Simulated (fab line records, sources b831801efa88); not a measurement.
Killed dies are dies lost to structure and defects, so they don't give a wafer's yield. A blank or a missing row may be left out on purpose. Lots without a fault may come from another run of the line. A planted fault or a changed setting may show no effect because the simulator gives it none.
Which tool did it? | flow gf180mcu | 7 lots, 21 wafers sampled, at 2 steps of a route of 602

WHAT THE GAUGES READ, wafer by wafer
GF_VT_IMPLANT_OVL_MEAS_07.
lot  | measured     | on         | VT_IMPLANT_OVL (nm)
L789 | day 5 20:54  | overlay-02 | 1.4 1.0 1.3
L791 | day 6 09:55  | overlay-02 | 0.0 1.5 0.7
L793 | day 6 21:03  | overlay-02 | 2.4 2.0 1.3
L796 | day 7 17:40  | overlay-01 | 2.2 2.1 2.1
L803 | day 9 11:05  | overlay-01 | 4.3 -0.2 1.9
L805 | day 10 01:37 | overlay-02 | 1.0 -0.4 1.6
L809 | day 11 03:28 | overlay-01 | 2.8 2.1 2.6

WHICH TOOL RAN EACH LOT (tool, then ch and the chambers of the sampled wafers, then the start)
lot  | GF_NWELL_DEVELOP_06
L789 | litho_track-04 ch 0, day 3 13:00
L791 | litho_track-04 ch 0, day 3 23:00
L793 | litho_track-01 ch 0, day 4 09:00
L796 | litho_track-03 ch 0, day 5 04:00
L803 | litho_track-03 ch 0, day 6 17:00
L805 | litho_track-01 ch 0, day 7 04:00
L809 | litho_track-01 ch 0, day 8 04:00
- GF_NWELL_DEVELOP_06: develop time 60 s.

THE ANSWER, worked out from the rows above alone
Rule: what is usual is taken from the lots themselves. Put in order of their means at a reading, lots are off if they are a third of the lots or fewer, leave a main group of 4 or more, and stand apart from it by a gap of 3 or more times the standard deviation of the main group's means; of several such gaps the widest counts. A main group whose means are all the same, to the digits that the tables above print for the reading, isn't used. A lot without any number at a reading at which 4 lots or more have one is off too. The other lots that the step has rows for count as sound.
No lot is off at any reading shown: from this, nothing can be told.

WHAT THE SIMULATOR HAD PUT IN
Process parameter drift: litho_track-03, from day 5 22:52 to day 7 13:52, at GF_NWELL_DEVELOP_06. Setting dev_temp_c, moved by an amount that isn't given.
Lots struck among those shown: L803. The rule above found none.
